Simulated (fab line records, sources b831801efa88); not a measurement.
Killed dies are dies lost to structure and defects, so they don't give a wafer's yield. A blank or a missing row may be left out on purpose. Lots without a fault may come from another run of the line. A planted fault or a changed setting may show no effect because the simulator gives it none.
Split-lot experiment | flow sfq_line | 5 lots, 23 wafers read, on a route of 325 steps

THE SPLIT
At SFQ_TRILAYER_M4_LITHO_COAT_098 (resist thk 62 nm), the setting spin_rpm was moved away from the recipe's 3000 rpm on 5 of the 23 wafers read, by -5.4% to +6.3%. The other wafers ran this setting at the recipe's value.

The reading is taken at the split's own step.

THE READING
BARC_of_TRILAYER_M4_LITHO_COAT_098.thk_nm (the simulator's own value, which no gauge read), in nm, at SFQ_TRILAYER_M4_LITHO_COAT_098 (resist thk 62 nm). The file gives no usual value for it. The 18 wafers here that ran the recipe average 61.98 nm, standard deviation 0.15 nm.

wafer  | tool, chamber at the split | spin_rpm as run, rpm | against the recipe | BARC_of_TRILAYER_M4_LITHO_COAT_098.thk_nm, nm | against lot-mates on the recipe
L076.1 | litho_track-02, 0          | 3000                 | recipe             | 61.98                                         | -
L076.2 | litho_track-02, 0          | 3000                 | recipe             | 62.27                                         | -
L076.3 | litho_track-02, 0          | 3000                 | recipe             | 62.12                                         | -
L076.4 | litho_track-02, 0          | 3000                 | recipe             | 62.03                                         | -
L076.6 | litho_track-02, 0          | 3000                 | recipe             | 62.16                                         | -
L078.1 | litho_track-04, 0          | 3000                 | recipe             | 61.84                                         | -
L078.2 | litho_track-04, 0          | 3000                 | recipe             | 61.88                                         | -
L078.4 | litho_track-04, 0          | 3000                 | recipe             | 61.91                                         | -
L078.5 | litho_track-04, 0          | 2837                 | -5.4%              | 63.88                                         | +2.00
L078.6 | litho_track-04, 0          | 2837                 | -5.4%              | 63.79                                         | +1.91
L079.2 | litho_track-04, 0          | 3000                 | recipe             | 61.8                                          | -
L079.5 | litho_track-04, 0          | 3000                 | recipe             | 61.8                                          | -
L079.3 | litho_track-04, 0          | 3000                 | recipe             | 61.86                                         | -
L080.1 | litho_track-04, 0          | 3190                 | +6.3%              | 59.9                                          | -1.98
L080.4 | litho_track-04, 0          | 3190                 | +6.3%              | 59.9                                          | -1.98
L080.3 | litho_track-04, 0          | 3190                 | +6.3%              | 59.98                                         | -1.90
L080.5 | litho_track-04, 0          | 3000                 | recipe             | 61.8                                          | -
L080.6 | litho_track-04, 0          | 3000                 | recipe             | 61.95                                         | -
L081.1 | litho_track-02, 0          | 3000                 | recipe             | 62.04                                         | -
L081.2 | litho_track-02, 0          | 3000                 | recipe             | 61.93                                         | -
L081.4 | litho_track-02, 0          | 3000                 | recipe             | 61.96                                         | -
L081.5 | litho_track-02, 0          | 3000                 | recipe             | 62.2                                          | -
L081.6 | litho_track-02, 0          | 3000                 | recipe             | 62.19                                         | -

THE FIT
A straight line over all 23 wafers: BARC_of_TRILAYER_M4_LITHO_COAT_098.thk_nm changes by -0.33 nm for each +1% of spin_rpm; r = -0.99; the points scatter about the line by 0.14 nm.
The same after taking each lot's own level away (the mean of its wafers on the recipe; 23 wafers): -0.326 nm for each +1%; r = -0.99; scatter 0.1 nm.
On that fit, the largest move of spin_rpm shifts the reading by 2.1 nm.
The lots' own levels span 61.820 to 62.112 nm, that is 2.0 times the standard deviation above.
So the lot-to-lot level changes the slope little: the two slopes agree.
Check: with one of the wafers moved furthest among these (+6.3%) left out of the fit, the line predicts -2.06 nm for it against its lot-mates. It came out at -1.98 nm against them.

OTHER SPLITS ON THESE WAFERS
These wafers also went through other splits before the reading. Each is held against what the fit with the lots' levels taken away leaves over:
other split on the same wafers                      | wafers away from the commonest value | r with BARC_of_TRILAYER_M4_LITHO_COAT_098.thk_nm (lot level and that fit taken away)
SFQ_TRILAYER_M3_LITHO_PEB_078 peb_temp_c            | 11                                   | +0.22
SFQ_TRILAYER_I3_VIA_LITHO_COAT_090 spin_rpm         | 8                                    | +0.32
SFQ_TRILAYER_I3_VIA_BARC_OPEN_VIA_ETCH_121 source_w | 9                                    | -0.08

THE FILE'S OWN FIT
BARC_of_TRILAYER_M4_LITHO_COAT_098.thk_nm changes by -0.331 nm for each +1% of spin_rpm, r = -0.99.
